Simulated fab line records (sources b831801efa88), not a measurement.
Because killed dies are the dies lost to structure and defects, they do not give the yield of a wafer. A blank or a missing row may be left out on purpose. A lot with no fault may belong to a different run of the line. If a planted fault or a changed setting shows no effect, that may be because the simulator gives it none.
Matching of chambers | flow sky130 | SKY_PASSIVATION_ETCH_11 on rie diel-01: 4 sister chambers
The step etches the open film in CF4/O2, stops on AlCu, target depth 725 nm, time 161.1 s. 4 wafers are shown with their chamber, then 7 later ones without.

EACH WAFER AND ITS CHAMBER
wafer  | chamber | chamber pressure mTorr (mTorr)
L401.5 | 1       | 149.86
L404.4 | 3       | 150.14
L406.1 | 2       | 150.18
L406.2 | 0       | 150.04

WAFERS WHOSE CHAMBER IS MISSING
wafer  | chamber pressure mTorr (mTorr)
L406.4 | 150.24
L408.1 | 150.26
L408.4 | 150.22
L408.6 | 150.19
L409.2 | 150.02
L409.5 | 149.72
L409.6 | 149.92

CHAMBER TAKEN BY EACH
wafer  | from the rows above               | in truth
L406.4 | can't be placed: 2 or 3 or 0      | 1
L408.1 | can't be placed: 2 or 3 or 0      | 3
L408.4 | can't be placed: 2 or 3 or 0      | 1
L408.6 | can't be placed: 2 or 3 or 0      | 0
L409.2 | can't be placed: 0 or 3 or 1 or 2 | 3
L409.5 | 1                                 | 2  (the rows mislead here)
L409.6 | can't be placed: 1 or 0           | 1
Correct placement for 0 of the 7. Can't be placed from these rows: 6 (the true chamber is among the candidates in 4). Wrongly placed: 1.
How it was worked out, from the rows above alone: a wafer's distance from a chamber is the root of the sum, over the readings, of the square of ((its reading less the chamber's mean) divided by the reading's scatter). If the next closest chamber is less than 2 further off than the closest, the wafer can't be placed; otherwise it belongs to the closest. For every chamber, the mean is computed from those of its wafers that are shown. The scatter (one wafer shown for each chamber): square how far every hidden wafer sits from the nearest shown wafer, average those squares and take the square root.
